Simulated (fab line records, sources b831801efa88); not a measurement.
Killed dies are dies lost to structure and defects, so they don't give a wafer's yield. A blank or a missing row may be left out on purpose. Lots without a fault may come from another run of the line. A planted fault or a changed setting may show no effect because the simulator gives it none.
Problem report in the 8D (eight disciplines) form, filled by code | flow gf180mcu | the parts of the form that need people (team, actions taken, sign-off) are left out

1. THE PROBLEM
heater_power_total_W at GF_M4_PEB_12 reads a mean of 87.31 W on 6 wafers of 2 lots; wafers without a fault read 85.70 W with a standard deviation of 0.083. That is +19 standard deviations from the usual mean.
The step: peb time 90 s.
First seen on wafer L377.1, day 28 02:41, on litho_track-01. The record holds 39 wafers of 13 lots with a number at this step. Rule for "out", or "out of limits": more than 4 standard deviations from the usual mean. The other wafers with a number count as sound.

2. WHAT IT IS AND WHAT IT IS NOT
question                    | is                     | is not
which readings at this step | heater_power_total_W   | -
which lots                  | L377, L380             | L364, L365, L366, L367, L370, L372, L374, L375, L376, L378, L386
which wafers of those lots  | all that have a number | -
read on which tools         | litho_track-01         | litho_track-02, litho_track-03
when                        | from day 28 02:41      | up to then (27 sound wafers); but 6 sound wafers of L378, L386 came after

3. SUSPECTS, AND WHAT RULES EACH OUT
Counting: a tool at a process step up to the reading stays a suspect if it ran every lot that is out and no sound lot after the first of them.
- pvd_sputter-01 at GF_M4_SPUTTER_00 (material Ti, target thk 37.5 nm, time 150 s): ruled out as a lasting fault. Sound lots L378, L386 ran on it after its first lot that is out, L377 (day 27 06:44).
- pvd_sputter-01 at GF_M4_SPUTTER_03 (material Ti, target thk 10 nm, time 6.7 s): ruled out as a lasting fault. Sound lots L378, L386 ran on it after its first lot that is out, L377 (day 27 06:53).
- litho_track-01 at GF_M4_PEB_12 (peb time 90 s): kept. It ran every lot that is out, first L377 (day 28 02:41), and no sound lot after that; its last sound lot up to then is L376 (day 27 18:25). Its own readings are out on those wafers: heater_power_total_W.
Left after counting: litho_track-01 at GF_M4_PEB_12.

4. THE CAUSE (what the simulator had put in)
Process parameter drift: litho_track-01, from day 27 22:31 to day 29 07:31, at GF_M4_PEB_12. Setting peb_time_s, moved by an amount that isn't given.
Counting left only this tool.

5. THE CHAIN OF EFFECTS, in route order
Each row: a reading whose mean over the struck wafers that have a number lies more than 3 standard deviations from the usual. Only readings for which the record gives a usual standard deviation are gone through. hours: the time from each lot's start at the first step in this table that gives one to its start at this step, as a median over the lots. sigmas: the change in usual standard deviations.
hours | step         | reading              | usual   | on struck wafers | change | sigmas
0     | GF_M4_PEB_12 | heater_power_total_W | 85.70 W | 87.31            | +1.61  | +19
The process steps in it:
- GF_M4_PEB_12: peb time 90 s.

6. WHAT WOULD HAVE CAUGHT IT SOONER
In this record the first reading out of limits was taken at day 28 02:41, 4 hours after the fault began at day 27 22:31.
